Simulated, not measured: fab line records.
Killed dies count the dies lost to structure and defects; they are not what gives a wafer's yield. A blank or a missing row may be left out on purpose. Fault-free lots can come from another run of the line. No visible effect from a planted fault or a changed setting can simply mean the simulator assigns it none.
One fault through the eyes of 2 desks ; flow gf180mcu ; each desk has only its own numbers; what lay behind them comes last

DESK OF THE TOOL OWNER: implanter-03
For each lot that ran on this tool, the mean over its sampled wafers that have a number, from the tool's own readings at GF_NSD_IMPLANT_09. The brackets show how far a lot's mean lies from the usual mean; more than 4 standard deviations puts the lot out of limits, marked OUT.
Columns: A = dose-ions-cm2 at GF_NSD_IMPLANT_09, usual 4e+15
lot;first seen here;A
L194;day 15 14:53;4e+15
L193;day 15 16:43;4e+15
L196;day 16 15:17;4e+15
L203;day 19 07:35;4e+15
L204;day 19 14:15;4e+15 (-47) OUT
L206;day 20 05:41;4e+15 (-46) OUT
This desk's verdict: out of limits on L204, L206, starting with L204 at day 19 14:15 (dose-ions-cm2 at GF_NSD_IMPLANT_09). Within limits: L194, L193, L196, L203.

AT THE METROLOGY DESK
Lot by lot, what the gauges showed, no matter which tool ran the lot: averages of those sampled wafers that carry a number. The brackets show how far a lot's mean lies from the usual mean; more than 4 standard deviations puts the lot out of limits, marked OUT.
Columns: A = NSD_RS at GF_PSD_RS_MEAS_14, usual 46.16 ohm/sq; B = CONTACT_CVD_02_THK at GF_CONTACT_THK_MEAS_03, usual 863 nm
lot;first seen here;A;B
L191;day 15 12:35;46.16;855
L194;day 16 14:17;46.11;868
L192;day 16 15:18;46.22;857
L193;day 16 16:05;46.19;861
L196;day 17 14:34;46.17;864
L203;day 20 08:34;46.12;860
L204;day 20 14:58;46.43;852
L206;day 21 06:41;46.46 (+4.2) OUT;859
L207;day 21 07:36;46.08;869
L209;day 22 02:55;46.27;851
L210;day 22 10:47;46.13;875
This desk's result: L206 out of limits, first on L206 (NSD_RS at GF_PSD_RS_MEAS_14), day 21 06:41. Within limits: L191, L194, L192, L193, L196, L203, L204, L207, L209, L210.

TAKEN TOGETHER
On L204, L206, at day 19 14:15, an alarm was possible from the tool owner's desk.
On L206, the metrology desk was in a position to raise an alarm at day 21 06:41.
The metrology desk has L204 on record, within its limits.
Every lot named ran GF_NSD_IMPLANT_09 on implanter-03.

WHAT THE SIMULATOR HAD PUT IN
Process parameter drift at GF_NSD_IMPLANT_09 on implanter-03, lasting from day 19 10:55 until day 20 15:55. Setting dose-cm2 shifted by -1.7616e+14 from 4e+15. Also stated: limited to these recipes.
Struck lots among those shown: L204, L206.
Delay (hours) between the fault's onset and each desk's first out-of-limits reading: 3 at the tool owner's desk, 44 at the metrology desk.
